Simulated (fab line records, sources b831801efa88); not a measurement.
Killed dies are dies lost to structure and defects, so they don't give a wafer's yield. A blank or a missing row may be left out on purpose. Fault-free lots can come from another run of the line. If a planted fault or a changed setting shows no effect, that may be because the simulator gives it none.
Which of the tools did it? / flow gf180mcu / 14 lots with 42 wafers sampled at 3 steps, on a route of 602 steps

WHAT EACH GAUGE READ, for each wafer
GF_VT_IMPLANT_OVL_MEAS_18. Usual: for VT_IMPLANT_01_OVL the level is 0.2 nm and the standard deviation is 1.5.
lot=L430; measured=day 6 12:40; on=overlay-02; VT_IMPLANT_01_OVL (nm)=4.2 3.1 0.9; flag=
lot=L431; measured=day 6 16:37; on=overlay-02; VT_IMPLANT_01_OVL (nm)=1.2 -2.0 -1.5; flag=
lot=L433; measured=day 7 06:04; on=overlay-02; VT_IMPLANT_01_OVL (nm)=-1.1 -1.2 -0.2; flag=
lot=L434; measured=day 7 18:58; on=overlay-02; VT_IMPLANT_01_OVL (nm)=0.1 -0.3 -1.2; flag=
lot=L435; measured=day 7 21:54; on=overlay-01; VT_IMPLANT_01_OVL (nm)=2.4 1.7 -0.1; flag=
lot=L436; measured=day 8 04:38; on=overlay-02; VT_IMPLANT_01_OVL (nm)=-2.8 0.1 -1.7; flag=
lot=L437; measured=day 8 10:20; on=overlay-02; VT_IMPLANT_01_OVL (nm)=2.8 2.1 0.9; flag=
lot=L439; measured=day 8 23:41; on=overlay-02; VT_IMPLANT_01_OVL (nm)=0.8 0.7 -0.3; flag=
lot=L440; measured=day 9 07:31; on=overlay-02; VT_IMPLANT_01_OVL (nm)=-1.1 0.0 -0.4; flag=
lot=L441; measured=day 9 14:34; on=overlay-02; VT_IMPLANT_01_OVL (nm)=0.6 0.7 -0.1; flag=
lot=L446; measured=day 10 17:51; on=overlay-01; VT_IMPLANT_01_OVL (nm)=0.5 1.2 2.1; flag=
lot=L449; measured=day 11 13:59; on=overlay-02; VT_IMPLANT_01_OVL (nm)=-1.0 -1.2 0.7; flag=
lot=L450; measured=day 11 22:29; on=overlay-02; VT_IMPLANT_01_OVL (nm)=-1.8 -1.3 -2.2; flag=
lot=L451; measured=day 12 04:31; on=overlay-01; VT_IMPLANT_01_OVL (nm)=2.6 0.4 1.4; flag=

GF_CONTACT_THK_MEAS_01. Usual: for CONTACT_CVD_00_THK the level is 300 nm and the standard deviation is 3.4.
lot=L430; measured=day 15 14:44; on=film_metro-04; CONTACT_CVD_00_THK (nm)=305 306 304; flag=
lot=L431; measured=day 15 21:10; on=film_metro-02; CONTACT_CVD_00_THK (nm)=292 303 299; flag=
lot=L433; measured=day 16 16:40; on=film_metro-01; CONTACT_CVD_00_THK (nm)=298 298 301; flag=
lot=L434; measured=day 17 08:46; on=film_metro-01; CONTACT_CVD_00_THK (nm)=300 298 296; flag=
lot=L435; measured=day 17 16:02; on=film_metro-04; CONTACT_CVD_00_THK (nm)=302 301 300; flag=
lot=L436; measured=day 17 22:53; on=film_metro-01; CONTACT_CVD_00_THK (nm)=301 300 306; flag=
lot=L437; measured=day 18 01:49; on=film_metro-01; CONTACT_CVD_00_THK (nm)=298 304 300; flag=
lot=L439; measured=day 19 01:20; on=film_metro-04; CONTACT_CVD_00_THK (nm)=300 301 300; flag=
lot=L440; measured=day 19 11:10; on=film_metro-04; CONTACT_CVD_00_THK (nm)=296 294 295; flag=
lot=L441; measured=day 19 20:02; on=film_metro-04; CONTACT_CVD_00_THK (nm)=302 301 298; flag=
lot=L446; measured=day 21 07:52; on=film_metro-02; CONTACT_CVD_00_THK (nm)=601 599 601 600 599 601; flag=OFF
lot=L449; measured=day 22 10:01; on=film_metro-01; CONTACT_CVD_00_THK (nm)=596 597 598 596 597 599; flag=OFF
lot=L450; measured=day 22 17:59; on=film_metro-01; CONTACT_CVD_00_THK (nm)=298 295 297; flag=
lot=L451; measured=day 23 00:49; on=film_metro-01; CONTACT_CVD_00_THK (nm)=295 300 299; flag=

EACH LOT AND THE TOOL THAT RAN IT (in order: tool; ch and the chambers of the sampled wafers; start)
lot=L430; GF_CONTACT_CVD_00=hdpcvd-01 ch 1,2, day 15 14:41
lot=L431; GF_CONTACT_CVD_00=hdpcvd-01 ch 0,1,2, day 15 21:07
lot=L433; GF_CONTACT_CVD_00=hdpcvd-02 ch 1, day 16 16:36
lot=L434; GF_CONTACT_CVD_00=hdpcvd-01 ch 0,1, day 17 08:43
lot=L435; GF_CONTACT_CVD_00=hdpcvd-02 ch 0,1,2, day 17 15:58
lot=L436; GF_CONTACT_CVD_00=hdpcvd-02 ch 0,2, day 17 22:51
lot=L437; GF_CONTACT_CVD_00=hdpcvd-01 ch 0,1, day 18 01:46
lot=L439; GF_CONTACT_CVD_00=hdpcvd-01 ch 0,1,2, day 19 01:17
lot=L440; GF_CONTACT_CVD_00=hdpcvd-01 ch 0,2, day 19 11:07
lot=L441; GF_CONTACT_CVD_00=hdpcvd-01 ch 1,2, day 19 19:59
lot=L446; GF_CONTACT_CVD_00=hdpcvd-01 ch 0,1, day 21 07:37
lot=L449; GF_CONTACT_CVD_00=hdpcvd-01 ch 1,2, day 22 09:46
lot=L450; GF_CONTACT_CVD_00=hdpcvd-01 ch 0,1,2, day 22 17:55
lot=L451; GF_CONTACT_CVD_00=hdpcvd-01 ch 0,1,2, day 23 00:47
- GF_CONTACT_CVD_00: deposits SiO2, target thk 300 nm, time 50 s.

AS READ BY THE TOOLS THEMSELVES (means over the sampled wafers that have a number; for cases with no such wafer, the mark the record gives instead)
The record holds no such reading with a usual standard deviation.

THE ANSWER, worked out from the rows above alone
Rule: a lot is off if the mean of its wafers that have a number lies more than 3 standard deviations from the usual mean. A lot without any number at a reading at which 4 lots or more have one is off too. All remaining lots with rows at the step are treated as sound. After the gauges, taken in route order, come the tools' own readings; for these a lot's mean is taken, as printed above. The first step at which some lot is off is used, and at that step the reading that is off furthest; a lot without a number counts as furthest.
Off: at GF_CONTACT_THK_MEAS_01 (CONTACT_CVD_00_THK), L446, L449.
If a tool, at a process step before that reading, ran all the lots that are off and no sound lot after the first of them, it fits. The gauges at GF_CONTACT_THK_MEAS_01 are tried like those tools. No candidate that was tried fits.

WHAT WAS PUT IN BY THE SIMULATOR
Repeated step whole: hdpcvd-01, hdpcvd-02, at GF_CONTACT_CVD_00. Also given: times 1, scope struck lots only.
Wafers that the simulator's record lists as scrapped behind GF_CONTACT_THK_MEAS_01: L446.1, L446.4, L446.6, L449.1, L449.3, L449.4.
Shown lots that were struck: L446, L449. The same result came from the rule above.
